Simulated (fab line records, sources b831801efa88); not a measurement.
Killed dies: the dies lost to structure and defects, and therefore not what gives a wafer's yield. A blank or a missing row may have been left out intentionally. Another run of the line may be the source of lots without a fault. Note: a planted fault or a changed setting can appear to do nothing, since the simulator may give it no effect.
Check of tool commonality	flow sky130	Sample size 10 lots and 30 wafers

WHY THIS WAS OPENED
Of 10 lots, 2 have the reading CAPM_TIN_RS flagged at SKY_CAPM_RS_MEAS_03. No-fault wafers: 6.87 ohm/sq, standard deviation 0.07.
Rule: a lot is flagged in two cases, either no wafer of it has a number, or all its wafers with numbers fall more than 4 standard deviations from that mean. The other lots count as sound.

lot	measured	on	CAPM_TIN_RS (ohm/sq), wafer by wafer	flag
L414	day 36 07:22	film_metro-03	6.93 6.99 7.02	
L416	day 36 19:44	film_metro-02	6.81 6.84 6.80	
L417	day 37 04:47	film_metro-04	6.73 6.74 6.76	
L419	day 38 05:42	film_metro-04	5.61 5.61 5.62	FLAGGED
L420	day 38 13:34	film_metro-04	5.60 5.64 5.57	FLAGGED
L429	day 41 04:41	film_metro-04	6.88 6.94 6.92	
L432	day 41 21:34	film_metro-02	6.89 6.82 6.91	
L433	day 42 11:23	film_metro-02	6.88 6.85 6.86	
L435	day 42 14:36	film_metro-04	6.88 6.80 6.88	
L436	day 42 19:15	film_metro-04	6.93 6.93 6.90	
Average over the flagged lots: 5.61 ohm/sq; offset from the usual -1.26 ohm/sq, equal to -18 standard deviations.

EACH LOT AND THE TOOL IT RAN ON
2 process steps preceding the reading are held in the record, out of 708 steps in the route. Every cell lists first the tool, next ch and the chambers used by the sampled wafers, and last the start.
lot	flag	SKY_VIA2_ETCH_15	SKY_CAPM_SPUTTER_02
L414		rie_diel-04 ch 0,2,3, day 36 05:15	pvd_sputter-03, day 36 07:16
L416		rie_diel-01 ch 0,1,3, day 36 17:42	pvd_sputter-01, day 36 19:38
L417		rie_diel-01 ch 0,1,3, day 37 03:00	pvd_sputter-01, day 37 04:40
L419	FLAGGED	rie_diel-01 ch 0,2, day 38 03:51	pvd_sputter-01, day 38 05:34
L420	FLAGGED	rie_diel-03 ch 1,2, day 38 11:52	pvd_sputter-01, day 38 13:26
L429		rie_diel-04 ch 0,3, day 41 03:01	pvd_sputter-01, day 41 04:35
L432		rie_diel-03 ch 0,2, day 41 19:52	pvd_sputter-02, day 41 21:25
L433		rie_diel-04 ch 0,3, day 42 09:43	pvd_sputter-01, day 42 11:16
L435		rie_diel-03 ch 1,2,3, day 42 12:49	pvd_sputter-01, day 42 14:29
L436		rie_diel-01 ch 0,1, day 42 17:33	pvd_sputter-01, day 42 19:07
What these steps do:
- SKY_VIA2_ETCH_15: etches SiO2 in C4F8/O2/Ar, stops on TiN, target depth 546 nm, time 84 s.
- SKY_CAPM_SPUTTER_02: material TiN, target thk 200 nm, time 166.7 s.
- SKY_CAPM_RS_MEAS_03: measures by four-point-probe.

FLAGGED OVER TOTAL, TOOL BY TOOL (the gauges that took the reading come last)
step	tool	lots run	flagged	share of the flagged lots	sound lots run after its first flagged lot
SKY_VIA2_ETCH_15	rie_diel-01	4	1	some	1 (L436)
SKY_VIA2_ETCH_15	rie_diel-03	3	1	some	2 (L432,L435)
SKY_VIA2_ETCH_15	rie_diel-04	3	0	none	-
SKY_CAPM_SPUTTER_02	pvd_sputter-01	8	2	all	4 (L429,L433,L435,L436)
SKY_CAPM_SPUTTER_02	pvd_sputter-02	1	0	none	-
SKY_CAPM_SPUTTER_02	pvd_sputter-03	1	0	none	-
SKY_CAPM_RS_MEAS_03	film_metro-02	3	0	none	-
SKY_CAPM_RS_MEAS_03	film_metro-03	1	0	none	-
SKY_CAPM_RS_MEAS_03	film_metro-04	6	2	all	3 (L429,L435,L436)

WHAT THE TABLE ALLOWS
Table rows that saw every flagged lot: 2, namely pvd_sputter-01 at SKY_CAPM_SPUTTER_02 and film_metro-04 at SKY_CAPM_RS_MEAS_03.
- pvd_sputter-01 at SKY_CAPM_SPUTTER_02: 2 of its 8 lots flagged. Sound lots ran on it after the first flagged one (L429, L433, L435, L436), which a lasting fault on the whole tool wouldn't allow. Its own readings lie more than 4 standard deviations out on every wafer of the flagged lots: cathode_dc_power_W.
- film_metro-04 at SKY_CAPM_RS_MEAS_03: 2 of its 6 lots flagged. Sound lots ran on it after the first flagged one (L429, L435, L436), which a lasting fault on the whole tool wouldn't allow.
Not one row of the table ran every flagged lot while running no sound lot after the first.

WHAT WAS PUT IN BY THE SIMULATOR
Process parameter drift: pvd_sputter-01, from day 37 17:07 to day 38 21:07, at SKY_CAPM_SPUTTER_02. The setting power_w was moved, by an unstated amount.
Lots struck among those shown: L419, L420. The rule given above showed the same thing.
